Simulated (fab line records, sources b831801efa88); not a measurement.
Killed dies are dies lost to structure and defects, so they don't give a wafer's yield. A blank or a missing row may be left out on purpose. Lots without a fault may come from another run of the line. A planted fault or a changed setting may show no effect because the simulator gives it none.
Split-lot experiment | flow sfq_line | 5 lots, 27 wafers read, on a route of 325 steps

THE SPLIT
At SFQ_TRILAYER_M7_DEP_SPUTTER_175 (material Nb, target thk 200 nm, time 133.3 s), the setting time_s was moved away from the recipe's 133.3 s on 6 of the 27 wafers read, by -52.4% to +52.5%. The other wafers ran this setting at the recipe's value.

The file shows no step between the split and the reading.

THE READING
M7_NB_RS, in ohm/sq, at SFQ_M7_RS_MEAS_943 (measures by four-point-probe). Fault-free wafers of this fab line usually give 0.889 ohm/sq, standard deviation 0.0066 ohm/sq.

wafer  | tool, chamber at the split | time_s as run, s | against the recipe | M7_NB_RS, ohm/sq | against lot-mates on the recipe
L075.1 | pvd_sputter-06, -          | 203.3            | +52.5%             | 0.583            | -0.310
L075.2 | pvd_sputter-06, -          | 133.3            | recipe             | 0.888            | -
L075.3 | pvd_sputter-06, -          | 203.3            | +52.5%             | 0.583            | -0.310
L075.4 | pvd_sputter-06, -          | 203.3            | +52.5%             | 0.583            | -0.310
L075.5 | pvd_sputter-06, -          | 133.3            | recipe             | 0.898            | -
L075.6 | pvd_sputter-06, -          | 133.3            | recipe             | 0.893            | -
L078.1 | pvd_sputter-05, -          | 133.3            | recipe             | 0.884            | -
L078.2 | pvd_sputter-05, -          | 133.3            | recipe             | 0.882            | -
L078.3 | pvd_sputter-05, -          | 133.3            | recipe             | 0.889            | -
L078.4 | pvd_sputter-05, -          | 133.3            | recipe             | 0.883            | -
L078.5 | pvd_sputter-05, -          | 133.3            | recipe             | 0.886            | -
L078.6 | pvd_sputter-05, -          | 133.3            | recipe             | 0.882            | -
L081.1 | pvd_sputter-05, -          | 133.3            | recipe             | 0.888            | -
L081.2 | pvd_sputter-05, -          | 63.51            | -52.4%             | 1.916            | +1.031
L081.3 | pvd_sputter-05, -          | 133.3            | recipe             | 0.882            | -
L081.4 | pvd_sputter-05, -          | 133.3            | recipe             | 0.884            | -
L081.5 | pvd_sputter-05, -          | 63.51            | -52.4%             | 1.889            | +1.004
L081.6 | pvd_sputter-05, -          | 63.51            | -52.4%             | 1.889            | +1.004
L082.3 | pvd_sputter-05, -          | 133.3            | recipe             | 0.889            | -
L082.4 | pvd_sputter-05, -          | 133.3            | recipe             | 0.879            | -
L082.5 | pvd_sputter-05, -          | 133.3            | recipe             | 0.894            | -
L085.1 | pvd_sputter-03, -          | 133.3            | recipe             | 0.883            | -
L085.2 | pvd_sputter-03, -          | 133.3            | recipe             | 0.891            | -
L085.3 | pvd_sputter-03, -          | 133.3            | recipe             | 0.880            | -
L085.4 | pvd_sputter-03, -          | 133.3            | recipe             | 0.885            | -
L085.5 | pvd_sputter-03, -          | 133.3            | recipe             | 0.884            | -
L085.6 | pvd_sputter-03, -          | 133.3            | recipe             | 0.883            | -

THE FIT
A straight line over all 27 wafers: M7_NB_RS changes by -0.0125 ohm/sq for each +1% of time_s; r = -0.90; the points scatter about the line by 0.15 ohm/sq.
The same after taking each lot's own level away (the mean of its wafers on the recipe; 27 wafers): -0.0126 ohm/sq for each +1%; r = -0.90; scatter 0.15 ohm/sq.
On that fit, the largest move of time_s shifts the reading by 0.66 ohm/sq.
The lots' own levels span 0.8843 to 0.8930 ohm/sq, that is 1.3 times the standard deviation above.
So the lot-to-lot level changes the slope little: the two slopes agree.
Check: with one of the wafers moved furthest among these (+52.5%) left out of the fit, the line predicts -0.654 ohm/sq for it against its lot-mates. It came out at -0.31 ohm/sq against them.

OTHER SPLITS ON THESE WAFERS
These wafers also went through other splits before the reading. Each is held against what the fit with the lots' levels taken away leaves over:
other split on the same wafers                | wafers away from the commonest value | r with M7_NB_RS (lot level and that fit taken away)
SFQ_TRILAYER_C5_BARC_OPEN_VIA_ETCH_210 time_s | 12                                   | -0.40

THE WHOLE CHAIN: every reading that the file lists as answering this split, in the file's order
step                            | what it does                                 | reading                                                                                   | change (the file's fit)              | r (the file's)
SFQ_TRILAYER_M7_DEP_SPUTTER_175 | material Nb, target thk 200 nm, time 133.3 s | Nb_of_TRILAYER_M7_DEP_SPUTTER_175.thk_nm (the simulator's own value, which no gauge read) | +2.01 nm for each +1% of the setting | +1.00
SFQ_M7_RS_MEAS_943              | measures by four-point-probe                 | M7_NB_RS                                                                                  | -0.0126 for each +1% of the setting  | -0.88

THE FILE'S OWN FIT
M7_NB_RS changes by -0.0126 ohm/sq for each +1% of time_s, r = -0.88.
